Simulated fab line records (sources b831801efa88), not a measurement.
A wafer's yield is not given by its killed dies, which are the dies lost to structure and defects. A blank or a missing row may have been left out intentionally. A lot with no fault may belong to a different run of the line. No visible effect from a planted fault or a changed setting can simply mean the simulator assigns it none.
A single fault, viewed from 2 desks | flow gf180mcu | each desk holds nothing but its own numbers, with what lay behind them at the end

== THE TOOL OWNER'S DESK: cmp-01 ==
The tool's own readings at GF_V1_CMP_26 (polishes, stops on SiO2, t overpolish 15 s, target thk 0 nm): means of the sampled wafers that have a number, for each lot that ran on this tool. A lot is out of limits, marked OUT, if its mean lies more than 4 standard deviations from the usual mean; the brackets give that distance.
Columns: A = head-pressure-psi at GF_V1_CMP_26, usual 3.499 psi; B = motor-current-A at GF_V1_CMP_26, usual 11.4 A; C = overpolish-run-s at GF_V1_CMP_26, usual 15.000 s; D = time-to-endpoint-s at GF_V1_CMP_26, usual 86 s
lot  | first seen here | A     | B    | C                        | D
L526 | day 19 21:16    | 3.507 | 12.6 | 14.999                   | 85
L528 | day 20 07:13    | 3.506 | 11.4 | 15.003                   | 87
L534 | day 22 18:55    | 3.494 | 9.8  | 7.524 (-99 or more) OUT  | 105 (+5.0) OUT
L535 | day 23 10:23    | 3.500 | 12.0 | 10.018 (-99 or more) OUT | 99
L536 | day 24 03:13    | 3.493 | 12.2 | 10.024 (-99 or more) OUT | 104 (+4.8) OUT
This desk finds L534, L535, L536 out of limits, L534 being first, at day 22 18:55 (overpolish-run-s at GF_V1_CMP_26). In limits: L526, L528.

== THE METROLOGY DESK ==
Means of the sampled wafers that have a number, per lot and without regard to the tool the lot ran on: this is what the gauges read. A lot is out of limits, marked OUT, if its mean lies more than 4 standard deviations from the usual mean; the brackets give that distance.
Columns: A = M3_OVL at GF_M3_OVL_MEAS_15, usual 3 nm
lot  | first seen here | A
L523 | day 21 13:23    | -1
L524 | day 22 00:23    | 10
L525 | day 22 05:10    | -1
L527 | day 22 17:20    | 7
L526 | day 22 23:26    | 7
L528 | day 23 08:39    | 4
L534 | day 25 16:32    | -1
L535 | day 26 07:07    | -8
L536 | day 26 23:29    | 6
L541 | day 27 10:38    | 6
L540 | day 27 14:20    | -4
L542 | day 27 19:02    | 7
This desk's verdict: no lot among the 12 shows anything out of limits.

== PUT TOGETHER ==
The tool owner's desk had the chance to raise an alarm at day 22 18:55 on L534, L535, L536.
The metrology desk saw nothing out of limits.
The metrology desk holds a record of L534, L535, L536, inside its limits.
All the named lots went through GF_V1_CMP_26 on cmp-01.

== WHAT HAD BEEN PUT IN BY THE SIMULATOR ==
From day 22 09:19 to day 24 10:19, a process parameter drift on cmp-01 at GF_V1_CMP_26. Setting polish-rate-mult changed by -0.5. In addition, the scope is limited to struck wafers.
Shown lots that were struck: L534, L535, L536.
Hours from the fault's start to each desk's first reading out of limits: the tool owner's desk, 10.
